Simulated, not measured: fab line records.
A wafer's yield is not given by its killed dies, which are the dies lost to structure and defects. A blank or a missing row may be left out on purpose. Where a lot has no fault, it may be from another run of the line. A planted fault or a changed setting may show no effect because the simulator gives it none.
Matching of chambers + flow gf180mcu + rie-diel-02 running GF_SAB_ETCH_11: 4 sister chambers
The step etches SiO2 in C4F8/O2/Ar, target depth 55 nm, time 8.5 s. 4 wafers are shown with their chamber, then 7 later ones without.

WAFERS WITH THEIR CHAMBER
| wafer  | chamber | oes-product-au (a.u.) |
|--------|---------|-----------------------|
| L694.1 | 2       | 1.011                 |
| L694.4 | 1       | 0.990                 |
| L697.2 | 0       | 0.992                 |
| L697.3 | 3       | 1.008                 |

WAFERS WHOSE CHAMBER IS MISSING
| wafer  | oes-product-au (a.u.) |
|--------|-----------------------|
| L697.6 | 1.018                 |
| L698.1 | 0.996                 |
| L698.2 | 0.987                 |
| L698.5 | 0.989                 |
| L699.1 | 0.990                 |
| L699.5 | 0.988                 |
| L699.6 | 0.990                 |

CHAMBER TAKEN BY EACH
| wafer  | from the rows above     | in truth |
|--------|-------------------------|----------|
| L697.6 | can't be placed: 2 or 3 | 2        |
| L698.1 | can't be placed: 0 or 1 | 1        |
| L698.2 | can't be placed: 1 or 0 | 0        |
| L698.5 | can't be placed: 1 or 0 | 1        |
| L699.1 | can't be placed: 1 or 0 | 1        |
| L699.5 | can't be placed: 1 or 0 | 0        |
| L699.6 | can't be placed: 1 or 0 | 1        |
Correct placement for 0 of the 7. From these rows, 7 cannot be placed; in 7 the true chamber is one of the candidates. Placed wrongly: 0.
How it was worked out, from the rows above alone: a wafer's distance from a chamber is the root of the sum, over the readings, of the square of ((its reading less the chamber's mean) divided by the reading's scatter). The wafer belongs to the nearest chamber; if the next one is less than 2 further off, it can't be placed. For every chamber, the mean is computed from those of its wafers that are shown. The scatter (one wafer shown for each chamber): square how far every hidden wafer sits from the nearest shown wafer, average those squares and take the square root.
